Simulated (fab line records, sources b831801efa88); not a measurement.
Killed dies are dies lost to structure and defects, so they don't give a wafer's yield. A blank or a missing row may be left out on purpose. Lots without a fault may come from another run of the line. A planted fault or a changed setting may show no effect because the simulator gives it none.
Which tool did it? | flow sky130 | 11 lots, 33 wafers sampled, at 4 steps of a route of 708

WHAT THE GAUGES READ, wafer by wafer
SKY_VIA2_OVL_MEAS_13.
lot  | measured     | on         | VIA2_OVL (nm)
L272 | day 37 05:46 | overlay-02 | 10 13 10
L273 | day 37 12:02 | overlay-01 | 4 -2 -1
L274 | day 37 17:52 | overlay-01 | 4 -4 4
L276 | day 38 03:58 | overlay-02 | 6 -7 3
L277 | day 38 12:16 | overlay-02 | 10 3 6
L278 | day 38 18:44 | overlay-02 | 0 5 2
L279 | day 39 02:14 | overlay-02 | 10 16 7
L280 | day 39 18:53 | overlay-02 | 5 -1 4
L290 | day 42 11:13 | overlay-02 | 9 4 7
L291 | day 42 14:58 | overlay-01 | 10 3 7
L293 | day 43 15:31 | overlay-01 | 1 -6 -1

WHICH TOOL RAN EACH LOT (tool, then ch and the chambers of the sampled wafers, then the start)
lot  | SKY_METAL1_METAL_ETCH_19          | SKY_METAL2_SPUTTER_02        | SKY_METAL2_METAL_ETCH_19
L272 | rie_metal-03 ch 0,1, day 33 15:28 | pvd_sputter-03, day 34 21:49 | rie_metal-02 ch 0,1, day 36 01:07
L273 | rie_metal-01 ch 0,1, day 34 00:44 | pvd_sputter-04, day 35 06:33 | rie_metal-03 ch 1, day 36 08:35
L274 | rie_metal-02 ch 0,1, day 34 04:08 | pvd_sputter-04, day 35 10:26 | rie_metal-02 ch 0, day 36 13:46
L276 | rie_metal-03 ch 0,1, day 34 16:56 | pvd_sputter-03, day 35 21:59 | rie_metal-02 ch 1, day 37 00:55
L277 | rie_metal-03 ch 0,1, day 35 01:56 | pvd_sputter-04, day 36 06:53 | rie_metal-02 ch 0,1, day 37 09:20
L278 | rie_metal-01 ch 0,1, day 35 07:47 | pvd_sputter-04, day 36 13:35 | rie_metal-02 ch 0,1, day 37 16:20
L279 | rie_metal-02 ch 0,1, day 35 15:58 | pvd_sputter-02, day 36 20:50 | rie_metal-04 ch 0,1, day 37 23:14
L280 | rie_metal-01 ch 0,1, day 36 09:32 | pvd_sputter-02, day 37 14:46 | rie_metal-03 ch 0,1, day 38 16:19
L290 | rie_metal-03 ch 0,1, day 39 05:23 | pvd_sputter-03, day 40 09:31 | rie_metal-03 ch 0,1, day 41 10:43
L291 | rie_metal-02 ch 0,1, day 39 10:56 | pvd_sputter-02, day 40 14:07 | rie_metal-03 ch 0,1, day 41 14:41
L293 | rie_metal-01 ch 0,1, day 40 12:03 | pvd_sputter-04, day 41 15:20 | rie_metal-04 ch 0,1, day 42 15:13
- SKY_METAL1_METAL_ETCH_19: etches the open film in Cl2/BCl3, stops on SiO2, target depth 360 nm, time 78 s.
- SKY_METAL2_SPUTTER_02: material AlCu, target thk 250 nm, time 13.3 s.
- SKY_METAL2_METAL_ETCH_19: etches the open film in Cl2/BCl3, stops on SiO2, target depth 360 nm, time 78 s.

WHAT THE TOOLS THEMSELVES READ (means of the sampled wafers that have a number; where no wafer has one, the mark that the record gives instead)
SKY_METAL1_METAL_ETCH_19.
lot  | tool         | bias_w (W) | drypump_motor_current_A (A) | oes_product_au (a.u.) | throttle_valve_pct (%)
L272 | rie_metal-03 | 48.52      | 5.3                         | 0.854                 | 22.255
L273 | rie_metal-01 | 48.55      | 6.1                         | 0.848                 | 22.262
L274 | rie_metal-02 | 48.41      | 6.3                         | 0.860                 | 22.266
L276 | rie_metal-03 | 48.50      | 5.3                         | 0.862                 | 22.269
L277 | rie_metal-03 | 48.48      | 5.3                         | 0.855                 | 22.271
L278 | rie_metal-01 | 48.50      | 6.0                         | 0.861                 | 22.264
L279 | rie_metal-02 | 48.74      | 6.3                         | 0.852                 | 22.277
L280 | rie_metal-01 | 48.54      | 6.0                         | 0.855                 | 22.253
L290 | rie_metal-03 | 48.50      | 5.3                         | 0.856                 | 22.262
L291 | rie_metal-02 | 48.60      | 6.2                         | 0.864                 | 22.260
L293 | rie_metal-01 | 48.60      | 6.1                         | 0.852                 | 22.261

SKY_METAL2_SPUTTER_02.
lot  | tool           | throttle_valve_pct (%)
L272 | pvd_sputter-03 | 29.6
L273 | pvd_sputter-04 | 30.1
L274 | pvd_sputter-04 | 29.9
L276 | pvd_sputter-03 | 29.1
L277 | pvd_sputter-04 | 29.0
L278 | pvd_sputter-04 | 29.2
L279 | pvd_sputter-02 | 30.0
L280 | pvd_sputter-02 | 28.9
L290 | pvd_sputter-03 | 28.9
L291 | pvd_sputter-02 | 30.4
L293 | pvd_sputter-04 | 29.2

SKY_METAL2_METAL_ETCH_19.
lot  | tool         | bias_w (W) | drypump_motor_current_A (A) | oes_product_au (a.u.) | throttle_valve_pct (%)
L272 | rie_metal-02 | 48.48      | 6.3                         | 0.858                 | 22.255
L273 | rie_metal-03 | 48.69      | 5.8                         | 0.853                 | 22.272
L274 | rie_metal-02 | 48.55      | 6.2                         | 0.852                 | 22.271
L276 | rie_metal-02 | 48.59      | 6.3                         | 0.854                 | 22.267
L277 | rie_metal-02 | 48.49      | 6.3                         | 0.853                 | 22.268
L278 | rie_metal-02 | 47.61      | 6.2                         | 0.849                 | 22.262
L279 | rie_metal-04 | 48.51      | 5.8                         | 0.857                 | 22.257
L280 | rie_metal-03 | 48.45      | 5.6                         | 0.862                 | 22.260
L290 | rie_metal-03 | 48.41      | 5.6                         | 0.860                 | 22.266
L291 | rie_metal-03 | 48.35      | 5.6                         | 0.852                 | 22.259
L293 | rie_metal-04 | 48.48      | 5.8                         | 0.854                 | 22.259

THE ANSWER, worked out from the rows above alone
Rule: what is usual is taken from the lots themselves. Put in order of their means at a reading, lots are off if they are a third of the lots or fewer, leave a main group of 4 or more, and stand apart from it by a gap of 3 or more times the standard deviation of the main group's means; of several such gaps the widest counts. A main group whose means are all the same, to the digits that the tables above print for the reading, isn't used. A lot without any number at a reading at which 4 lots or more have one is off too. The other lots that the step has rows for count as sound. The gauges are gone through in route order, then the tools' own readings, and for those a lot's mean is taken as printed above. The first step at which some lot is off is used, and at that step the reading that is off furthest; a lot without a number counts as furthest.
Off: L278, at SKY_METAL2_METAL_ETCH_19 (bias_w). The main group: mean 48.50 W, standard deviation 0.09.
A tool fits if, at that step or a process step before it, it ran every lot that is off, and no sound lot after the first of them. One fits: rie_metal-02 at SKY_METAL2_METAL_ETCH_19. Its last sound lot is L277 (day 37 09:20), its first lot that is off L278 (day 37 16:20): a fault that began between those two fits.
The tool's own readings at SKY_METAL2_METAL_ETCH_19 bear it out: on the lots that are off they differ by more than 5 times the standard deviation of the sound lots' means. bias_w reads 47.61 W there against 48.50 W on the sound lots.

WHAT THE SIMULATOR HAD PUT IN
Process parameter drift: rie_metal-02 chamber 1, from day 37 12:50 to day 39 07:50, at SKY_METAL2_METAL_ETCH_19. Setting bias_w, moved by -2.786, from 48.5. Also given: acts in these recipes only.
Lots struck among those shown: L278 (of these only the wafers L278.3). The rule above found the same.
